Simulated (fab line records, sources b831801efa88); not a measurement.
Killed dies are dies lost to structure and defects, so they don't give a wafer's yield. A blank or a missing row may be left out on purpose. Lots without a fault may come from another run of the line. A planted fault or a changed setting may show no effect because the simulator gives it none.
A struck lot beside a sound one | flow gf180mcu | 38 steps out of a route of 602
Sound: wafers L741.1, L741.3, L741.5. Struck: wafers L753.1, L753.3. The cause comes at the end.
At each step with rows: each side's tool, then ch and its chambers, then its first start. Under that, the readings that differ: sound wafers | struck wafers | difference of the means | sigmas: that difference in standard deviations of wafers without a fault.
alike: readings whose means differ by less than 2 such deviations, and words and numbers that are the same on both sides. not compared: withheld readings, readings that some wafer has no value for, bounds like >300 that may hide the same value, and numbers for which the record gives no deviation and whose values overlap.
The two part at a step that has a row with sigmas, a row that says differs or no value, or rows on one side only. Numbers that don't overlap but have no deviation are shown without sigmas and don't part them. A reading that every wafer of one side lacks parts them only if that side has two wafers or more.

first, 1 step without rows for these wafers: GF_SALICIDE_WET_ETCH_01 (etches SiO2 in dHF, target depth 5 nm, time 100 s).
GF_SALICIDE_SPUTTER_02: material Co, target thk 10 nm, time 20 s.
  sound on pvd_sputter-02, day 17 18:28; struck on pvd_sputter-03, day 22 02:07
  reading                | sound          | struck    | difference | sigmas
  throttle_valve_pct (%) | 30.2 28.9 29.5 | 31.9 31.5 | +2.2       | +3
GF_SALICIDE_SPUTTER_03: material TiN, target thk 20 nm, time 16.7 s.
  sound on pvd_sputter-02, day 17 18:30; struck on pvd_sputter-03, day 22 02:08
  reading                | sound          | struck    | difference | sigmas
  throttle_valve_pct (%) | 30.6 28.8 29.6 | 32.0 31.2 | +1.9       | +2
GF_SALICIDE_RS_MEAS_04: measures by four-point-probe.
  sound on film_metro-01, day 17 18:31; struck on film_metro-03, day 22 02:10
  alike: SALICIDE_TIN_RS
GF_SALICIDE_THK_MEAS_05: measures by xrf.
  sound on film_metro-01, day 17 18:38; struck on film_metro-03, day 22 02:17
  reading               | sound          | struck    | difference | sigmas
  SALICIDE_TIN_THK (nm) | 19.2 19.0 19.3 | 19.9 19.8 | +0.7       | +2
then, 4 steps without rows for these wafers: GF_SALICIDE_RTA_06 (time 30 s); GF_SALICIDE_WET_ETCH_07 (etches the open film in SPM, target depth 120 nm); GF_SALICIDE_RTA_08 (time 30 s); GF_CONTACT_CVD_00 (deposits SiO2, target thk 300 nm, time 50 s).
GF_CONTACT_THK_MEAS_01:
  sound on film_metro-02, day 17 19:04; struck on film_metro-02, day 22 02:47
  alike: CONTACT_CVD_00_THK
GF_CONTACT_CVD_02: deposits SiO2 from TEOS, target thk 860 nm, time 95.992 s.
  sound on pecvd-03 ch 0,2, day 17 19:07; struck on pecvd-02 ch 1,2, day 22 02:51
  alike: heater_power_outer_w, heater_power_w
GF_CONTACT_THK_MEAS_03:
  sound on film_metro-03, day 17 19:14; struck on film_metro-04, day 22 02:55
  alike: CONTACT_CVD_02_THK
GF_CONTACT_CMP_04: polishes SiO2.
  sound on cmp-01 ch 1,3, day 17 19:17; struck on cmp-01 ch 1,3, day 22 03:02
  reading                                  | sound             | struck      | difference | sigmas
  time_to_endpoint_s (s)                   | 111 112 116       | 86 86       | -27        | -4
  model.SiO2_of_CONTACT_CVD_02.thk_nm (nm) | 561.1 560.5 560.9 | 617.9 615.8 | +56.0      |
  alike: motor_current_A
GF_CONTACT_BOW_MEAS_05:
  sound on film_metro-03, day 17 19:35; struck on film_metro-04, day 22 03:18
  alike: CONTACT_BOW
then, 8 steps without rows for these wafers: GF_CONTACT_DEHYDRATE_06 (time 60 s); GF_CONTACT_HMDS_07 (prime time 60 s); GF_CONTACT_COAT_08; GF_CONTACT_COAT_09 (resist thk 1000 nm); GF_CONTACT_SOFTBAKE_10 (time 60 s); GF_CONTACT_EXPOSE_11 (exposes mask Contact, target cd 220 nm); GF_CONTACT_PEB_12 (peb time 90 s); GF_CONTACT_DEVELOP_13 (develop time 60 s).
GF_CONTACT_CD_MEAS_14: target cd 220 nm.
  sound on cd_sem-02, day 18 19:32; struck on cd_sem-02, day 23 01:53
  alike: cd_nm
GF_CONTACT_OVL_MEAS_15:
  sound on overlay-01, day 18 19:40; struck on overlay-01, day 23 02:01
  alike: CONTACT_OVL
GF_CONTACT_ETCH_16: etches BARC in N2/H2.
  sound on rie_diel-04 ch 1,2, day 18 19:41; struck on rie_diel-02 ch 0,3, day 23 02:02
  alike: drypump_motor_current_A, oes_product_au, throttle_valve_pct
GF_CONTACT_ETCH_17: etches SiO2 in C4F8/O2/Ar, stops on CoSi2, target depth 860 nm.
  sound on rie_diel-04 ch 1,2; struck on rie_diel-02 ch 0,3
  reading                             | sound             | struck      | difference | sigmas
  oes_product_au (a.u.)               | 0.813 0.813 0.818 | 0.840 0.838 | +0.024     | +5
  model.CONTACT.feature_depth_nm (nm) | 857.5 853.9 855.1 | 915.4 906.8 | +55.6      |
  model.etch.depth_nm (nm)            | 857.5 853.9 855.1 | 915.4 906.8 | +55.6      |
then, 5 steps without rows for these wafers: GF_CONTACT_STRIP_18 (strips in O2/N2); GF_CONTACT_CLEAN_19 (cleans in SPM); GF_CONTACT_CLEAN_20 (cleans in DIW); GF_CONTACT_CLEAN_21 (cleans in dHF, time 20 s); GF_CONTACT_SPUTTER_22 (material Ti, target thk 15 nm, time 80.02 s).
GF_CONTACT_SPUTTER_23: material TiN, target thk 10 nm, time 40 s.
  sound on pvd_sputter-03, day 18 20:13; struck on pvd_sputter-04, day 23 02:34
  alike: throttle_valve_pct
then, 1 step without rows for these wafers: GF_CONTACT_CVD_24 (deposits W, target thk 300 nm, time 90.339 s).
GF_CONTACT_RS_MEAS_25: measures by four-point-probe.
  sound on film_metro-03, day 18 20:21; struck on film_metro-04, day 23 02:42
  alike: CONTACT_W_RS
GF_CONTACT_THK_MEAS_26: measures by xrf.
  sound on film_metro-03, day 18 20:28; struck on film_metro-04, day 23 02:49
  alike: CONTACT_W_THK
GF_CONTACT_CMP_27: polishes, stops on SiO2, t overpolish 15 s, target thk 0 nm.
  sound on cmp-02 ch 0,3, day 18 20:32; struck on cmp-02 ch 1,3, day 23 02:56
  reading                                  | sound             | struck      | difference | sigmas
  model.SiO2_of_CONTACT_CVD_02.thk_nm (nm) | 554.4 553.8 554.2 | 611.2 609.1 | +56.0      |
  alike: motor_current_A
then, 1 step without rows for these wafers: GF_M1_SPUTTER_00 (material Ti, target thk 37.5 nm, time 150 s).
-- the record jumps here: 11 days lie between the struck wafers' starts before and after (it left off in module M1 and takes up again in module PASSIVATION, whose first step shown is number 602 of the route) --
GF_PASSIVATION_PROBE_99:
  the record has rows for the struck wafers here (prober-02, day 34 05:55) and none for the sound ones

WHERE THEY PART
First at GF_SALICIDE_SPUTTER_02; last, within this record, at GF_PASSIVATION_PROBE_99.

WHY: what the simulator had put in
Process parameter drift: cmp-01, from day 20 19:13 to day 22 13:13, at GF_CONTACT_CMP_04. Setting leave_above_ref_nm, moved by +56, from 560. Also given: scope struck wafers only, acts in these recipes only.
